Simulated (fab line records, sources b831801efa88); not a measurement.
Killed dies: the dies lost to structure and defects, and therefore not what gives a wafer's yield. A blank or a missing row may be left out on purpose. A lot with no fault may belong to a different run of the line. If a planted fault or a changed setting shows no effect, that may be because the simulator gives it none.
What tool caused it?	flow gf180mcu	24 lots with 72 wafers sampled at 4 steps, on a route of 602 steps

## WHAT THE GAUGES SHOWED, per wafer
GF_VT_IMPLANT_TW_MEAS_10. Usual: VT_IMPLANT_TW typically reads 560.2, with standard deviation 3.
lot	measured	on	VT_IMPLANT_TW	flag
L074	day 5 13:37	film_metro-04	559.4 556.7 558.0	
L075	day 5 20:16	film_metro-01	556.8 560.8 559.9	
L076	day 6 03:46	film_metro-04	558.2 558.2 554.9	
L077	day 6 10:31	film_metro-01	563.5 562.3 560.2	
L078	day 6 16:02	film_metro-01	562.8 561.1 563.0	
L079	day 6 23:05	film_metro-01	563.7 560.7 562.7	
L080	day 7 07:17	film_metro-04	554.3 554.8 554.6	
L081	day 7 10:14	film_metro-04	554.0 555.5 555.4	
L082	day 7 15:22	film_metro-02	561.9 562.4 559.1	
L083	day 8 01:15	film_metro-04	559.5 557.1 556.9	
L084	day 8 06:53	film_metro-01	562.1 561.4 561.9	
L085	day 8 12:44	film_metro-01	562.2 561.6 562.1	
L086	day 8 18:46	film_metro-01	561.6 564.3 559.7	
L087	day 8 22:18	film_metro-02	560.3 567.1 565.8	
L088	day 9 06:44	film_metro-02	562.4 561.7 562.6	
L089	day 9 12:22	film_metro-04	559.8 557.4 555.9	
L090	day 9 19:54	film_metro-04	558.1 559.7 556.6	
L091	day 10 00:25	film_metro-04	559.9 558.6 560.6	
L092	day 10 05:20	film_metro-04	558.7 557.5 559.1	
L093	day 10 12:59	film_metro-04	559.2 557.8 559.2	
L094	day 10 17:26	film_metro-01	560.0 559.8 562.0	
L095	day 11 02:34	film_metro-04	559.8 560.1 563.1	
L096	day 11 06:58	film_metro-01	565.7 562.7 563.8	
L097	day 11 13:29	film_metro-01	563.7 565.4 562.6	

GF_V2_THK_MEAS_25: measures by xrf. Usual: V2_W_THK typically reads 349 nm, with standard deviation 5.2.
lot	measured	on	V2_W_THK (nm)	flag
L074	day 20 04:05	film_metro-04	347 344 341	
L075	day 20 13:17	film_metro-03	351 346 346	
L076	day 21 02:55	film_metro-03	346 347 351	
L077	day 21 10:41	film_metro-02	350 342 349	
L078	day 21 23:19	film_metro-02	354 355 360	
L079	day 22 06:05	film_metro-02	350 346 352	
L080	day 22 16:46	film_metro-02	353 358 350	
L081	day 23 05:07	film_metro-02	346 346 351	
L082	day 23 05:21	film_metro-03	351 349 348	
L083	day 23 22:08	film_metro-03	353 352 353	
L084	day 24 06:23	film_metro-04	352 346 349	
L085	day 24 07:51	film_metro-04	343 340 346	
L086	day 24 15:53	film_metro-03	347 349 346	
L087	day 24 22:36	film_metro-03	347 350 352	
L088	day 25 09:47	film_metro-02	352 350 352	
L089	day 25 16:51	film_metro-02	352 353 345	
L090	day 26 07:22	film_metro-03	350 344 345	
L091	day 26 08:34	film_metro-02	341 344 346	
L092	day 26 14:01	film_metro-03	349 346 349	
L093	day 26 23:48	film_metro-02	353 354 357	
L094	day 27 07:28	film_metro-02	359 357 357	
L095	day 27 18:20	film_metro-04	335 340 336	
L096	day 27 21:07	film_metro-04	336 334 340	
L097	day 27 23:07	film_metro-02	348 350 347	

GF_V3_THK_MEAS_25: measures by xrf. Usual: V3_W_THK typically reads 347 nm, with standard deviation 5.1.
lot	measured	on	V3_W_THK (nm)	flag
L074	day 22 06:28	film_metro-03	350 352 354	
L075	day 22 15:17	film_metro-01	346 349 344	
L076	day 23 04:22	film_metro-01	352 354 353	
L077	day 23 12:13	film_metro-04	346 351 352	
L078	day 23 23:49	film_metro-03	350 350 350	
L079	day 24 07:02	film_metro-01	356 352 352	
L080	day 24 16:31	film_metro-03	349 345 344	
L081	day 25 03:49	film_metro-01	346 350 346	
L082	day 25 04:10	film_metro-03	351 351 348	
L083	day 25 23:35	film_metro-04	337 337 338	
L084	day 26 04:53	film_metro-03	353 352 352	
L085	day 26 06:25	film_metro-04	348 347 343	
L086	day 26 13:20	film_metro-01	350 351 345	
L087	day 26 22:20	film_metro-04	346 345 343	
L088	day 27 06:22	film_metro-04	334 338 336	
L089	day 27 12:14	film_metro-03	346 342 343	
L090	day 28 02:52	film_metro-01	351 352 347	
L091	day 28 04:40	film_metro-01	353 348 349	
L092	day 28 10:05	film_metro-04	347 346 346	
L093	day 28 18:42	film_metro-03	350 349 350	
L094	day 29 01:01	film_metro-01	350 347 350	
L095	day 29 11:13	film_metro-04	339 345 340	
L096	day 29 14:44	film_metro-03	352 349 353	
L097	day 29 16:23	film_metro-04	343 335 345	

## WHAT TOOL EACH LOT RAN ON (gives the tool, then ch and the chambers of the sampled wafers, and finally the start)
lot	GF_V3_SPUTTER_21
L074	pvd_sputter-03, day 22 06:07
L075	pvd_sputter-04, day 22 14:56
L076	pvd_sputter-01, day 23 04:02
L077	pvd_sputter-01, day 23 11:53
L078	pvd_sputter-01, day 23 23:29
L079	pvd_sputter-01, day 24 06:41
L080	pvd_sputter-03, day 24 16:11
L081	pvd_sputter-01, day 25 03:28
L082	pvd_sputter-03, day 25 03:50
L083	pvd_sputter-03, day 25 23:14
L084	pvd_sputter-01, day 26 04:32
L085	pvd_sputter-01, day 26 06:05
L086	pvd_sputter-03, day 26 12:59
L087	pvd_sputter-04, day 26 21:59
L088	pvd_sputter-04, day 27 06:02
L089	pvd_sputter-03, day 27 11:53
L090	pvd_sputter-04, day 28 02:30
L091	pvd_sputter-03, day 28 04:19
L092	pvd_sputter-04, day 28 09:45
L093	pvd_sputter-01, day 28 18:20
L094	pvd_sputter-01, day 29 00:39
L095	pvd_sputter-04, day 29 10:53
L096	pvd_sputter-01, day 29 14:23
L097	pvd_sputter-01, day 29 16:03
- GF_V3_SPUTTER_21: material Ti, target thk 15 nm, time 80.02 s.

## AS READ BY THE TOOLS THEMSELVES (means over the sampled wafers that have a number; for cases with no such wafer, the mark the record gives instead)
GF_V3_SPUTTER_21. Usual: chamber_pressure_pa 5.000 Pa, standard deviation 0.0098; substrate_temp_c 200.00 C, standard deviation 0.14; throttle_valve_pct 30.2 %, standard deviation 0.86.
lot	tool	chamber_pressure_pa (Pa)	substrate_temp_c (C)	throttle_valve_pct (%)	flag
L074	pvd_sputter-03	4.997	200.09	30.8	
L075	pvd_sputter-04	4.997	199.89	30.2	
L076	pvd_sputter-01	5.006	200.05	29.7	
L077	pvd_sputter-01	4.992	200.02	30.2	
L078	pvd_sputter-01	4.995	199.97	30.1	
L079	pvd_sputter-01	4.991	200.12	30.1	
L080	pvd_sputter-03	5.007	200.07	30.9	
L081	pvd_sputter-01	5.000	200.13	30.1	
L082	pvd_sputter-03	4.995	199.95	31.4	
L083	pvd_sputter-03	5.007	199.86	31.4	
L084	pvd_sputter-01	4.996	200.05	30.5	
L085	pvd_sputter-01	5.001	199.89	29.7	
L086	pvd_sputter-03	4.998	200.13	30.4	
L087	pvd_sputter-04	5.003	200.02	29.3	
L088	pvd_sputter-04	5.020	200.02	29.9	
L089	pvd_sputter-03	4.992	200.01	30.8	
L090	pvd_sputter-04	4.992	200.06	29.8	
L091	pvd_sputter-03	5.003	199.86	30.8	
L092	pvd_sputter-04	5.000	200.00	30.1	
L093	pvd_sputter-01	4.990	199.99	29.8	
L094	pvd_sputter-01	4.993	200.06	30.0	
L095	pvd_sputter-04	4.990	199.99	29.5	
L096	pvd_sputter-01	4.995	200.09	29.9	
L097	pvd_sputter-01	5.000	199.93	30.1	

## THE ANSWER, worked out from the rows above alone
Rule: a lot counts as off when the mean over its wafers that have a number is more than 3 standard deviations away from the usual mean. A lot without any number at a reading at which 4 lots or more have one is off too. All remaining lots with rows at the step are treated as sound. First the gauges in route order, then the tools' own readings, where a lot's mean is used as printed above. At the first step where some lot is off, the reading lying furthest off is the one used; lots without a number count as furthest.
None of the lots is off at any reading shown; this tells nothing.

## WHAT HAD BEEN PUT IN BY THE SIMULATOR
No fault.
